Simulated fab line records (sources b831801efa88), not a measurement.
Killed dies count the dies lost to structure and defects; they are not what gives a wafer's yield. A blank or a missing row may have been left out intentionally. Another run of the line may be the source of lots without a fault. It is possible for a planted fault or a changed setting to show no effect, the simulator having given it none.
Struck lot and sound lot, side by side :: flow sky130 :: 15 steps out of a route of 708
Sound: wafers L706.2, L706.3, L706.6. Wafers struck: L713.1, L713.2, L713.4. The cause is given at the end.
For every step that has rows: the tool of each side, followed by ch and its chambers, followed by its first start. Under that, the readings that differ: sound wafers :: struck wafers :: difference of the means :: sigmas: that difference in standard deviations of wafers without a fault.
alike: readings whose means differ by less than 2 such deviations, and words and numbers that are the same on both sides. not compared: withheld readings, readings that some wafer has no value for, bounds like >300 that may hide the same value, and numbers for which the record gives no deviation and whose values overlap.
The two part at a step that has a row with sigmas, a row that says differs or no value, or rows on one side only. When numbers do not overlap yet have no deviation, they are printed without sigmas and do not part them. Lack of a reading on every wafer of one side parts them only where that side has two or more wafers.

SKY_POLY_GATE_THK_MEAS_21:
  sound on film-metro-03, day 18 04:23; struck on film-metro-03, day 20 17:05
  alike: POLY_GATE_OXIDATION_THK
SKY_POLY_GATE_CD_MEAS_22:
  sound on cd-sem-01, day 18 04:28; struck on cd-sem-02, day 20 17:08
  alike: cd-nm
then, 7 steps without rows for these wafers: SKY_LDD_N_DEHYDRATE_00 (time 60 s); SKY_LDD_N_HMDS_01 (prime time 60 s); SKY_LDD_N_COAT_02 (resist thk 300 nm); SKY_LDD_N_SOFTBAKE_03 (time 60 s); SKY_LDD_N_EXPOSE_04 (exposes mask NTM, target cd 840 nm); SKY_LDD_N_PEB_05; SKY_LDD_N_DEVELOP_06 (develop time 60 s).
SKY_LDD_N_OVL_MEAS_07:
  sound on overlay-02, day 19 10:07; struck on overlay-01, day 21 23:52
  alike: LDD_N_OVL
then, 2 steps without rows for these wafers: SKY_LDD_N_IMPLANT_08; SKY_LDD_N_IMPLANT_09.
SKY_LDD_N_IMPLANT_10:
  sound on implanter-04 ch 0, day 19 10:28; struck on implanter-01 ch 0, day 22 00:12
reading: dose-ions-cm2
sound: 7.494e+13 7.512e+13 7.492e+13
struck: 8.353e+13 8.358e+13 8.359e+13
difference: +8.573e+12
sigmas: +97

reading: faraday-current-uA
sound: 419 431 420
struck: 463 468 461
difference: +41
sigmas: +5
then, 1 step without rows for these wafers: SKY_LDD_N_IMPLANT_11.
-- the record jumps here: 27 days lie between the struck wafers' starts before and after (it left off in module LDD_N and takes up again in module PAD_OPEN, whose first step shown is number 708 of the route) --
SKY_PAD_OPEN_PROBE_99:
  sound on prober-01, day 47 04:42; struck on prober-02, day 48 19:43
reading: model.etest.tip-n.rs-ohm-sq
sound: 440.5 441.8 439.4
struck: 436.5 434.5 436.5
difference: -4.7
sigmas: 
  alike: killed_at_M0_to_M3, killed_at_M4_up, killed-at-contacts, killed-at-front-end, killed-at-other, killed-dies, killed-open, killed-short

== WHERE THEY PART ==
Within this record, at SKY_LDD_N_IMPLANT_10 only. Later steps at which nothing parts them and some readings are alike: SKY_PAD_OPEN_PROBE_99.

WHY: what had been put in by the simulator
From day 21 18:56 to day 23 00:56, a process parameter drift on implanter-01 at SKY_LDD_N_IMPLANT_10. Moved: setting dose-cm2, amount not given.
